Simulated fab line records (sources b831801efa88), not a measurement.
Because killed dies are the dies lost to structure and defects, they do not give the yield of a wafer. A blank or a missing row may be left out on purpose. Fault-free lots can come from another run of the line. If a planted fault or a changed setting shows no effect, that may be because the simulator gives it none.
Matching of chambers :: flow sky130 :: SKY_VIA2_ETCH_14 on rieDiel-01: 4 sister chambers
The step etches BARC in N2/H2, stops on SiO2, time 45.9 s, target depth 60 nm. 14 wafers are shown with their chamber, then 7 later ones without.

## WAFERS, EACH WITH ITS CHAMBER
wafer: L075.1
chamber: 2
drypumpMotorCurrentA (A): 6.0
throttleValvePct (%): 13.205
oesProductAu (a.u.): 0.858

wafer: L075.2
chamber: 0
drypumpMotorCurrentA (A): 5.7
throttleValvePct (%): 13.227
oesProductAu (a.u.): 0.859

wafer: L075.5
chamber: 0
drypumpMotorCurrentA (A): 5.6
throttleValvePct (%): 13.224
oesProductAu (a.u.): 0.853

wafer: L079.1
chamber: 0
drypumpMotorCurrentA (A): 5.6
throttleValvePct (%): 13.225
oesProductAu (a.u.): 0.854

wafer: L079.4
chamber: 0
drypumpMotorCurrentA (A): 5.6
throttleValvePct (%): 13.226
oesProductAu (a.u.): 0.851

wafer: L079.5
chamber: 2
drypumpMotorCurrentA (A): 5.9
throttleValvePct (%): 13.221
oesProductAu (a.u.): 0.850

wafer: L080.3
chamber: 0
drypumpMotorCurrentA (A): 5.7
throttleValvePct (%): 13.220
oesProductAu (a.u.): 0.853

wafer: L080.4
chamber: 0
drypumpMotorCurrentA (A): 5.6
throttleValvePct (%): 13.218
oesProductAu (a.u.): 0.859

wafer: L080.5
chamber: 3
drypumpMotorCurrentA (A): 5.8
throttleValvePct (%): 13.237
oesProductAu (a.u.): 0.853

wafer: L081.1
chamber: 1
drypumpMotorCurrentA (A): 5.4
throttleValvePct (%): 13.242
oesProductAu (a.u.): 0.858

wafer: L081.2
chamber: 3
drypumpMotorCurrentA (A): 5.8
throttleValvePct (%): 13.226
oesProductAu (a.u.): 0.857

wafer: L081.5
chamber: 0
drypumpMotorCurrentA (A): 5.6
throttleValvePct (%): 13.228
oesProductAu (a.u.): 0.859

wafer: L087.1
chamber: 0
drypumpMotorCurrentA (A): 5.7
throttleValvePct (%): 13.221
oesProductAu (a.u.): 0.853

wafer: L087.2
chamber: 3
drypumpMotorCurrentA (A): 5.8
throttleValvePct (%): 13.229
oesProductAu (a.u.): 0.856

SIGNATURES, as means of the wafers listed above
reading: drypumpMotorCurrentA
chamber 0: 5.638
chamber 1: 5.400
chamber 2: 5.950
chamber 3: 5.800
scatter within a chamber: 0.0487

reading: throttleValvePct
chamber 0: 13.22363
chamber 1: 13.24200
chamber 2: 13.21300
chamber 3: 13.23067
scatter within a chamber: 0.00532

reading: oesProductAu
chamber 0: 0.85513
chamber 1: 0.85800
chamber 2: 0.85400
chamber 3: 0.85533
scatter within a chamber: 0.00343
Rule: for each reading, subtract the chamber's mean from the wafer's reading, divide by that reading's scatter and square the result; add these up over the readings and take the root, which gives the wafer's distance from the chamber. If the next closest chamber is less than 2 further off than the closest, the wafer can't be placed; otherwise it belongs to the closest. The scatter: take each reading less its chamber's mean, square it, sum over the shown wafers, divide by the number of wafers less the number of chambers, and take the root.

## WAFERS WITHOUT THEIR CHAMBER
wafer: L087.3
drypumpMotorCurrentA (A): 5.4
throttleValvePct (%): 13.209
oesProductAu (a.u.): 0.859

wafer: L093.2
drypumpMotorCurrentA (A): 5.4
throttleValvePct (%): 13.216
oesProductAu (a.u.): 0.849

wafer: L093.4
drypumpMotorCurrentA (A): 6.0
throttleValvePct (%): 13.235
oesProductAu (a.u.): 0.846

wafer: L093.5
drypumpMotorCurrentA (A): 5.4
throttleValvePct (%): 13.232
oesProductAu (a.u.): 0.847

wafer: L096.1
drypumpMotorCurrentA (A): 5.8
throttleValvePct (%): 13.225
oesProductAu (a.u.): 0.858

wafer: L096.2
drypumpMotorCurrentA (A): 5.4
throttleValvePct (%): 13.230
oesProductAu (a.u.): 0.860

wafer: L096.4
drypumpMotorCurrentA (A): 6.0
throttleValvePct (%): 13.231
oesProductAu (a.u.): 0.858

## WHICH CHAMBER EACH WENT THROUGH
wafer: L087.3
from the rows above: can't be placed: 0 or 1
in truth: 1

wafer: L093.2
from the rows above: can't be placed: 0 or 1
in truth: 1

wafer: L093.4
from the rows above: can't be placed: 2 or 3
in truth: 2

wafer: L093.5
from the rows above: can't be placed: 1 or 0
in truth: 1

wafer: L096.1
from the rows above: 3
in truth: 3

wafer: L096.2
from the rows above: 1
in truth: 1

wafer: L096.4
from the rows above: can't be placed: 2 or 3
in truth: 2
Placed correctly: 2 of 7. These rows do not allow placing 5 (true chamber among the candidates in 5). Placed wrongly: 0.
